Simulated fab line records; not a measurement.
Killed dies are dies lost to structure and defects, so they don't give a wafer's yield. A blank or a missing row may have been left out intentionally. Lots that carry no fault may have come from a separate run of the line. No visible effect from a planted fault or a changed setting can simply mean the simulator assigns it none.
Which tool did it? | flow sky130 | 11 lots with 33 wafers sampled at 5 steps, on a route of 708 steps

## WHAT EACH GAUGE READ, for each wafer
The record holds no reading of a measuring or inspecting step that can be judged against a usual standard deviation.

## TOOL THAT RAN EACH LOT (tool first, then ch and the chambers of the sampled wafers, then the start)
lot  | SKY_VIA1_SPUTTER_20          | SKY_VIA1_CVD_21               | SKY_METAL2_ETCH_18                | SKY_METAL2_METAL_ETCH_19          | SKY_PAD_OPEN_PROBE_99
L677 | pvd_sputter-03, day 34 02:26 | cvd_w-01 ch 0,1, day 34 02:32 | rie_metal-02 ch 0,1, day 35 06:28 | rie_metal-02 ch 0,1, day 35 06:32 | prober-02, day 45 19:05
L679 | pvd_sputter-02, day 34 11:56 | cvd_w-02 ch 0,1, day 34 12:00 | rie_metal-01 ch 0,1, day 35 15:28 | rie_metal-01 ch 0,1, day 35 15:32 | prober-01, day 46 02:50
L678 | pvd_sputter-03, day 34 14:35 | cvd_w-01 ch 0,1, day 34 14:39 | rie_metal-01 ch 0,1, day 35 18:41 | rie_metal-01 ch 0,1, day 35 18:46 | prober-02, day 46 04:03
L680 | pvd_sputter-03, day 35 18:55 | cvd_w-02 ch 0,1, day 35 18:59 | rie_metal-02 ch 0,1, day 36 22:10 | rie_metal-02 ch 0,1, day 36 22:14 | prober-02, day 47 02:00
L682 | pvd_sputter-01, day 36 01:41 | cvd_w-01 ch 0,1, day 36 01:45 | rie_metal-03 ch 0,1, day 37 04:59 | rie_metal-03 ch 0,1, day 37 05:04 | prober-01, day 47 08:41
L684 | pvd_sputter-03, day 36 16:24 | cvd_w-02 ch 0,1, day 36 16:28 | rie_metal-03 ch 0,1, day 37 19:05 | rie_metal-03 ch 0,1, day 37 19:10 | prober-01, day 47 19:04
L686 | pvd_sputter-03, day 37 04:53 | cvd_w-02 ch 0,1, day 37 04:57 | rie_metal-02 ch 0, day 38 06:59   | rie_metal-02 ch 0, day 38 07:06   | prober-01, day 48 04:26
L694 | pvd_sputter-01, day 39 09:39 | cvd_w-02 ch 0,1, day 39 09:43 | rie_metal-01 ch 0,1, day 40 10:47 | rie_metal-01 ch 0,1, day 40 10:52 | prober-01, day 49 20:25
L695 | pvd_sputter-03, day 39 15:00 | cvd_w-01 ch 0,1, day 39 15:04 | rie_metal-01 ch 0,1, day 40 16:23 | rie_metal-01 ch 0,1, day 40 16:28 | prober-02, day 49 22:17
L697 | pvd_sputter-02, day 40 01:41 | cvd_w-01 ch 0,1, day 40 01:46 | rie_metal-03 ch 1, day 41 02:51   | rie_metal-03 ch 1, day 41 02:59   | prober-01, day 50 06:48
L698 | pvd_sputter-01, day 40 14:01 | cvd_w-01 ch 0,1, day 40 14:06 | rie_metal-02 ch 0,1, day 41 15:04 | rie_metal-02 ch 0,1, day 41 15:08 | prober-02, day 50 15:40
- SKY_VIA1_SPUTTER_20: material TiN, target thk 20 nm, time 80 s.
- SKY_VIA1_CVD_21: deposits W, target thk 270 nm, time 80.902 s.
- SKY_METAL2_ETCH_18: etches BARC in N2/H2, stops on SiO2, time 45.9 s, target depth 60 nm.
- SKY_METAL2_METAL_ETCH_19: etches the open film in Cl2/BCl3, stops on SiO2, target depth 360 nm, time 78 s.
- SKY_PAD_OPEN_PROBE_99

## WHAT THE TOOLS THEMSELVES READ (means of the sampled wafers that have a number; where no wafer has one, the mark that the record gives instead)
SKY_VIA1_SPUTTER_20.
lot  | tool           | throttle_valve_pct (%)
L677 | pvd_sputter-03 | 29.2
L679 | pvd_sputter-02 | 30.3
L678 | pvd_sputter-03 | 29.3
L680 | pvd_sputter-03 | 29.4
L682 | pvd_sputter-01 | 29.8
L684 | pvd_sputter-03 | 29.5
L686 | pvd_sputter-03 | 29.3
L694 | pvd_sputter-01 | 29.6
L695 | pvd_sputter-03 | 29.2
L697 | pvd_sputter-02 | 30.2
L698 | pvd_sputter-01 | 28.9

SKY_VIA1_CVD_21.
lot  | tool     | heater_power_w (W)
L677 | cvd_w-01 | 946
L679 | cvd_w-02 | 844
L678 | cvd_w-01 | 946
L680 | cvd_w-02 | 875
L682 | cvd_w-01 | 960
L684 | cvd_w-02 | 845
L686 | cvd_w-02 | 862
L694 | cvd_w-02 | 872
L695 | cvd_w-01 | 914
L697 | cvd_w-01 | 933
L698 | cvd_w-01 | 940

SKY_METAL2_ETCH_18.
lot  | tool         | drypump_motor_current_A (A) | he_backside_leak_sccm (sccm) | oes_product_au (a.u.) | rf_fwd_power_W (W) | throttle_valve_pct (%)
L677 | rie_metal-02 | 6.4                         | 3.3                          | 0.853                 | 492.6              | 13.232
L679 | rie_metal-01 | 5.2                         | 3.5                          | 0.857                 | 496.5              | 13.227
L678 | rie_metal-01 | 5.2                         | 3.3                          | 0.859                 | 496.6              | 13.216
L680 | rie_metal-02 | 6.4                         | 3.4                          | 0.856                 | 491.9              | 13.232
L682 | rie_metal-03 | 5.2                         | 3.3                          | 0.852                 | 493.6              | 13.219
L684 | rie_metal-03 | 5.5                         | 3.2                          | 0.853                 | 495.7              | 13.223
L686 | rie_metal-02 | 6.5                         | 3.5                          | 0.848                 | 491.6              | 13.233
L694 | rie_metal-01 | 5.3                         | 3.5                          | 0.846                 | 416.1              | 13.226
L695 | rie_metal-01 | 5.2                         | 3.4                          | 0.852                 | 416.5              | 13.218
L697 | rie_metal-03 | 5.7                         | 3.1                          | 0.852                 | 499.6              | 13.221
L698 | rie_metal-02 | 6.4                         | 3.3                          | 0.855                 | 492.3              | 13.223

SKY_METAL2_METAL_ETCH_19.
lot  | tool         | drypump_motor_current_A (A) | he_backside_leak_sccm (sccm) | oes_product_au (a.u.) | rf_fwd_power_W (W) | throttle_valve_pct (%)
L677 | rie_metal-02 | 6.4                         | 3.28                         | 0.856                 | 892                | 22.259
L679 | rie_metal-01 | 5.2                         | 3.58                         | 0.855                 | 894                | 22.255
L678 | rie_metal-01 | 5.2                         | 3.32                         | 0.867                 | 896                | 22.259
L680 | rie_metal-02 | 6.4                         | 3.36                         | 0.863                 | 889                | 22.260
L682 | rie_metal-03 | 5.3                         | 3.25                         | 0.850                 | 894                | 22.267
L684 | rie_metal-03 | 5.5                         | 3.13                         | 0.847                 | 897                | 22.262
L686 | rie_metal-02 | 6.5                         | 3.45                         | 0.860                 | 891                | 22.265
L694 | rie_metal-01 | 5.3                         | 3.56                         | 0.849                 | 896                | 22.268
L695 | rie_metal-01 | 5.2                         | 3.94                         | 0.856                 | 894                | 22.259
L697 | rie_metal-03 | 5.7                         | 3.20                         | 0.851                 | 896                | 22.271
L698 | rie_metal-02 | 6.4                         | 3.43                         | 0.858                 | 891                | 22.263

SKY_PAD_OPEN_PROBE_99.
lot  | tool      | defect_limited_yield (%) | killed_at_M0_to_M3 | killed_at_M4_up | killed_at_contacts | killed_at_front_end | killed_at_other | killed_dies | killed_open | killed_short | sort_bin_3_pad_short (%) | sort_bin_5_function (%) | sort_bin_6_memory (%) | sort_n_pass | sort_yield_pct (%)
L677 | prober-02 | 83.1                     | 42                 | 3.0             | 22                 | 17                  | 0.0             | 83          | 46          | 36           | 0.9                      | 9.9                     | 6.1                   | 409         | 83.1
L679 | prober-01 | 80.5                     | 47                 | 4.7             | 18                 | 26                  | 0.0             | 96          | 49          | 47           | 0.7                      | 11.7                    | 7.0                   | 396         | 80.5
L678 | prober-02 | 81.4                     | 43                 | 2.3             | 24                 | 21                  | 0.3             | 91          | 46          | 44           | 1.0                      | 10.4                    | 7.1                   | 401         | 81.4
L680 | prober-02 | 82.7                     | 41                 | 3.3             | 23                 | 17                  | 0.7             | 85          | 46          | 38           | 0.6                      | 10.1                    | 6.6                   | 407         | 82.7
L682 | prober-01 | 82.5                     | 43                 | 5.0             | 23                 | 15                  | 0.3             | 86          | 44          | 40           | 1.1                      | 9.9                     | 6.5                   | 406         | 82.5
L684 | prober-01 | 81.5                     | 47                 | 4.0             | 27                 | 14                  | 0.0             | 91          | 49          | 41           | 0.6                      | 10.5                    | 7.4                   | 401         | 81.5
L686 | prober-01 | 83.5                     | 31                 | 1.7             | 26                 | 21                  | 1.3             | 81          | 40          | 40           | 1.3                      | 10.1                    | 5.0                   | 411         | 83.5
L694 | prober-01 | 82.6                     | 45                 | 2.3             | 26                 | 12                  | 0.0             | 86          | 46          | 39           | 0.9                      | 10.2                    | 6.4                   | 406         | 82.6
L695 | prober-02 | 83.3                     | 37                 | 2.0             | 26                 | 16                  | 0.7             | 82          | 45          | 37           | 0.6                      | 9.4                     | 6.8                   | 410         | 83.3
L697 | prober-01 | 83.0                     | 40                 | 5.0             | 21                 | 17                  | 0.3             | 84          | 46          | 38           | 0.8                      | 9.3                     | 6.9                   | 408         | 83.0
L698 | prober-02 | 82.0                     | 46                 | 2.7             | 21                 | 19                  | 0.7             | 89          | 51          | 37           | 0.6                      | 10.6                    | 6.8                   | 403         | 82.0

## THE ANSWER, worked out from the rows above alone
Rule: what is usual is taken from the lots themselves. Put in order of their means at a reading, lots are off if they are a third of the lots or fewer, leave a main group of 4 or more, and stand apart from it by a gap of 3 or more times the standard deviation of the main group's means; of several such gaps the widest counts. A main group is skipped when, at the precision printed for the reading in the tables above, its means are all equal. A lot without any number at a reading at which 4 lots or more have one is off too. Any other lot the step has rows for is counted as sound. The gauges are gone through in route order, then the tools' own readings, and for those a lot's mean is taken as printed above. The first step at which some lot is off is used, and at that step the reading that is off furthest; a lot without a number counts as furthest.
Off at SKY_METAL2_ETCH_18 (rf_fwd_power_W): L694, L695. For the main group the mean is 494.5 W and the standard deviation 2.6.
If a tool, at that step or one of the process steps before it, ran each lot that is off and ran no sound lot following the first of them, it fits. One candidate fits, namely rie_metal-01 at SKY_METAL2_ETCH_18. A fault onset in the window from L678 (day 35 18:41, its last sound lot) to L694 (day 40 10:47, its first lot off) fits.
The tool's own readings at SKY_METAL2_ETCH_18 bear it out: on the lots that are off they differ by more than 5 times the standard deviation of the sound lots' means. rf_fwd_power_W reads 416.3 W there against 494.5 W on the sound lots.

## WHAT HAD BEEN PUT IN BY THE SIMULATOR
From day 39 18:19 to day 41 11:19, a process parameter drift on rie_metal-01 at SKY_METAL2_ETCH_18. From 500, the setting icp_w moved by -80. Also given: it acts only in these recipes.
Struck lots among those shown: L694, L695. This agrees with what the rule above found.
